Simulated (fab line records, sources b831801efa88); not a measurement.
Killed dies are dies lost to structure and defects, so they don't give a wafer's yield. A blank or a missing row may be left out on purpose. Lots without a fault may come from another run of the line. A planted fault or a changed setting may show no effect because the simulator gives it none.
Split-lot experiment | flow gf180mcu | 5 lots, 23 wafers read, on a route of 602 steps

THE SPLIT
At GF_PSD_IMPLANT_09, the setting dose_cm2 was moved away from the recipe's 1.5e+15 on 7 of the 23 wafers read, by -14.7% to -13.7%. The other wafers ran this setting at the recipe's value.

FROM THE SPLIT TO THE READING: what the file shows between them, 4 steps
- GF_PSD_STRIP_10: strips in O2/N2
- GF_PSD_TW_MEAS_11
- GF_PSD_CLEAN_12: cleans in SC1/SC2, time 150 s
- GF_PSD_RTA_13: time 20 s

THE READING
PSD_RS, in ohm/sq, at GF_PSD_RS_MEAS_15 (measures by four-point-probe). Fault-free wafers of this fab line usually give 108.45 ohm/sq, standard deviation 0.26 ohm/sq.

wafer  | tool, chamber at the split | dose_cm2 as run | against the recipe | PSD_RS, ohm/sq | against lot-mates on the recipe
L074.1 | implanter-03, 0            | 1.28e+15        | -14.7%             | 115.50         | +7.22
L074.2 | implanter-03, 0            | 1.28e+15        | -14.7%             | 115.75         | +7.47
L074.3 | implanter-03, 0            | 1.5e+15         | recipe             | 108.33         | -
L074.4 | implanter-03, 0            | 1.5e+15         | recipe             | 108.25         | -
L074.6 | implanter-03, 0            | 1.5e+15         | recipe             | 108.27         | -
L077.1 | implanter-02, 0            | 1.294e+15       | -13.7%             | 115.05         | +6.62
L077.2 | implanter-02, 0            | 1.5e+15         | recipe             | 108.20         | -
L077.4 | implanter-02, 0            | 1.5e+15         | recipe             | 108.65         | -
L077.5 | implanter-02, 0            | 1.294e+15       | -13.7%             | 115.25         | +6.82
L077.6 | implanter-02, 0            | 1.294e+15       | -13.7%             | 115.24         | +6.81
L081.2 | implanter-03, 0            | 1.5e+15         | recipe             | 108.61         | -
L081.4 | implanter-03, 0            | 1.5e+15         | recipe             | 108.41         | -
L081.6 | implanter-03, 0            | 1.5e+15         | recipe             | 108.34         | -
L082.1 | implanter-03, 0            | 1.5e+15         | recipe             | 108.69         | -
L082.3 | implanter-03, 0            | 1.5e+15         | recipe             | 108.31         | -
L082.4 | implanter-03, 0            | 1.5e+15         | recipe             | 108.22         | -
L082.5 | implanter-03, 0            | 1.5e+15         | recipe             | 108.59         | -
L082.6 | implanter-03, 0            | 1.5e+15         | recipe             | 108.12         | -
L085.1 | implanter-02, 0            | 1.5e+15         | recipe             | 108.44         | -
L085.2 | implanter-02, 0            | 1.282e+15       | -14.5%             | 115.84         | +7.65
L085.3 | implanter-02, 0            | 1.282e+15       | -14.5%             | 115.54         | +7.35
L085.4 | implanter-02, 0            | 1.5e+15         | recipe             | 108.10         | -
L085.6 | implanter-02, 0            | 1.5e+15         | recipe             | 108.03         | -

THE FIT
A straight line over all 23 wafers: PSD_RS changes by -0.499 ohm/sq for each +1% of dose_cm2; r = -1.00; the points scatter about the line by 0.19 ohm/sq.
The same after taking each lot's own level away (the mean of its wafers on the recipe; 23 wafers): -0.502 ohm/sq for each +1%; r = -1.00; scatter 0.19 ohm/sq.
On that fit, the largest move of dose_cm2 shifts the reading by 7.4 ohm/sq.
The lots' own levels span 108.190 to 108.453 ohm/sq, that is 1.0 times the standard deviation above.
So the lot-to-lot level changes the slope little: the two slopes agree.
Check: with one of the wafers moved furthest among these (-14.7%) left out of the fit, the line predicts +7.38 ohm/sq for it against its lot-mates. It came out at +7.22 ohm/sq against them.

OTHER SPLITS ON THESE WAFERS
These wafers also went through other splits before the reading. Each is held against what the fit with the lots' levels taken away leaves over:
other split on the same wafers | wafers away from the commonest value | r with PSD_RS (lot level and that fit taken away)
GF_NSD_COAT_02 resist_thk_nm   | 4                                    | +0.03
GF_NSD_IMPLANT_10 energy_kev   | 6                                    | +0.03
GF_PSD_COAT_02 spin_rpm        | 11                                   | -0.06

THE WHOLE CHAIN: every reading that the file lists as answering this split, in the file's order
step              | what it does                 | reading                  | change (the file's fit)              | r (the file's)
GF_PSD_STRIP_10   | strips in O2/N2              | strip_time_to_endpoint_s | withheld for each +1% of the setting | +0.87
GF_PSD_TW_MEAS_11 |                              | PSD_TW                   | +6.67 for each +1% of the setting    | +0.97
GF_PSD_RS_MEAS_15 | measures by four-point-probe | PSD_RS                   | -0.503 for each +1% of the setting   | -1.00

THE FILE'S OWN FIT
PSD_RS changes by -0.503 ohm/sq for each +1% of dose_cm2, r = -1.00.
